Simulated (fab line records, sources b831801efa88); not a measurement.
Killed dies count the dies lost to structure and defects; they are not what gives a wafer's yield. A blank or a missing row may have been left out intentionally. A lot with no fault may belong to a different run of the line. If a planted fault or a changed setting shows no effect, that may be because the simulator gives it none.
Chamber matching / flow gf180mcu / GF_V3_CMP_26 on cmp-02: 4 sister chambers
The step polishes, stops on SiO2, t overpolish 15 s, target thk 0 nm. 18 wafers are shown with their chamber, then 9 later ones without.

== WAFERS WITH THEIR CHAMBER ==
wafer=L734.1; chamber=0; time_to_endpoint_s (s)=84; motor_current_A (A)=10.4; slurry_filter_dp_kPa (kPa)=13.48
wafer=L734.3; chamber=3; time_to_endpoint_s (s)=91; motor_current_A (A)=9.8; slurry_filter_dp_kPa (kPa)=13.50
wafer=L734.6; chamber=1; time_to_endpoint_s (s)=82; motor_current_A (A)=10.8; slurry_filter_dp_kPa (kPa)=13.56
wafer=L735.2; chamber=2; time_to_endpoint_s (s)=85; motor_current_A (A)=10.0; slurry_filter_dp_kPa (kPa)=13.56
wafer=L735.3; chamber=0; time_to_endpoint_s (s)=80; motor_current_A (A)=10.3; slurry_filter_dp_kPa (kPa)=13.65
wafer=L735.4; chamber=3; time_to_endpoint_s (s)=87; motor_current_A (A)=10.0; slurry_filter_dp_kPa (kPa)=13.49
wafer=L736.1; chamber=1; time_to_endpoint_s (s)=78; motor_current_A (A)=10.8; slurry_filter_dp_kPa (kPa)=13.34
wafer=L736.3; chamber=0; time_to_endpoint_s (s)=83; motor_current_A (A)=10.1; slurry_filter_dp_kPa (kPa)=13.58
wafer=L736.5; chamber=1; time_to_endpoint_s (s)=78; motor_current_A (A)=10.6; slurry_filter_dp_kPa (kPa)=13.29
wafer=L737.1; chamber=3; time_to_endpoint_s (s)=87; motor_current_A (A)=9.6; slurry_filter_dp_kPa (kPa)=13.43
wafer=L737.4; chamber=2; time_to_endpoint_s (s)=88; motor_current_A (A)=9.9; slurry_filter_dp_kPa (kPa)=13.48
wafer=L737.5; chamber=1; time_to_endpoint_s (s)=83; motor_current_A (A)=11.2; slurry_filter_dp_kPa (kPa)=13.22
wafer=L738.3; chamber=0; time_to_endpoint_s (s)=83; motor_current_A (A)=10.1; slurry_filter_dp_kPa (kPa)=13.57
wafer=L738.4; chamber=3; time_to_endpoint_s (s)=85; motor_current_A (A)=10.7; slurry_filter_dp_kPa (kPa)=13.60
wafer=L738.5; chamber=2; time_to_endpoint_s (s)=83; motor_current_A (A)=10.9; slurry_filter_dp_kPa (kPa)=13.67
wafer=L751.1; chamber=2; time_to_endpoint_s (s)=85; motor_current_A (A)=10.5; slurry_filter_dp_kPa (kPa)=13.26
wafer=L751.3; chamber=3; time_to_endpoint_s (s)=91; motor_current_A (A)=9.9; slurry_filter_dp_kPa (kPa)=13.66
wafer=L751.6; chamber=3; time_to_endpoint_s (s)=94; motor_current_A (A)=9.6; slurry_filter_dp_kPa (kPa)=13.21

SIGNATURES, as means of the wafers listed above
reading=time_to_endpoint_s; chamber 0=82.50; chamber 1=80.25; chamber 2=85.25; chamber 3=89.17; scatter within a chamber=2.66
reading=motor_current_A; chamber 0=10.225; chamber 1=10.850; chamber 2=10.325; chamber 3=9.933; scatter within a chamber=0.352
reading=slurry_filter_dp_kPa; chamber 0=13.5700; chamber 1=13.3525; chamber 2=13.4925; chamber 3=13.4817; scatter within a chamber=0.144
Rule: a wafer lies at a distance from a chamber equal to the root of the sum of squares, over the readings, of (its reading less the chamber's mean, divided by the reading's scatter). If the next closest chamber is less than 2 further off than the closest, the wafer can't be placed; otherwise it belongs to the closest. The scatter: take each reading less its chamber's mean, square it, sum over the shown wafers, divide by the number of wafers less the number of chambers, and take the root.

== WAFERS WHOSE CHAMBER IS MISSING ==
wafer=L753.2; time_to_endpoint_s (s)=84; motor_current_A (A)=9.6; slurry_filter_dp_kPa (kPa)=13.21
wafer=L753.4; time_to_endpoint_s (s)=82; motor_current_A (A)=10.9; slurry_filter_dp_kPa (kPa)=13.46
wafer=L753.6; time_to_endpoint_s (s)=83; motor_current_A (A)=10.5; slurry_filter_dp_kPa (kPa)=13.43
wafer=L754.3; time_to_endpoint_s (s)=86; motor_current_A (A)=10.4; slurry_filter_dp_kPa (kPa)=13.59
wafer=L754.4; time_to_endpoint_s (s)=80; motor_current_A (A)=10.6; slurry_filter_dp_kPa (kPa)=13.40
wafer=L754.5; time_to_endpoint_s (s)=83; motor_current_A (A)=9.7; slurry_filter_dp_kPa (kPa)=13.40
wafer=L755.1; time_to_endpoint_s (s)=90; motor_current_A (A)=10.3; slurry_filter_dp_kPa (kPa)=13.70
wafer=L755.4; time_to_endpoint_s (s)=82; motor_current_A (A)=10.5; slurry_filter_dp_kPa (kPa)=13.36
wafer=L755.5; time_to_endpoint_s (s)=86; motor_current_A (A)=10.9; slurry_filter_dp_kPa (kPa)=13.51

== WHICH CHAMBER EACH WENT THROUGH ==
wafer=L753.2; from the rows above=can't be placed: 3 or 2 or 0 or 1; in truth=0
wafer=L753.4; from the rows above=can't be placed: 1 or 2 or 0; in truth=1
wafer=L753.6; from the rows above=can't be placed: 2 or 0 or 1 or 3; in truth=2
wafer=L754.3; from the rows above=can't be placed: 2 or 0 or 3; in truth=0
wafer=L754.4; from the rows above=can't be placed: 1 or 0 or 2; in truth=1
wafer=L754.5; from the rows above=can't be placed: 0 or 2 or 3 or 1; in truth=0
wafer=L755.1; from the rows above=can't be placed: 3 or 2 or 0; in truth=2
wafer=L755.4; from the rows above=can't be placed: 1 or 2 or 0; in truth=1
wafer=L755.5; from the rows above=can't be placed: 2 or 0 or 1 or 3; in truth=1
Correct placement for 0 of the 9. From these rows, 9 cannot be placed; in 9 the true chamber is one of the candidates. Wrongly placed: 0.
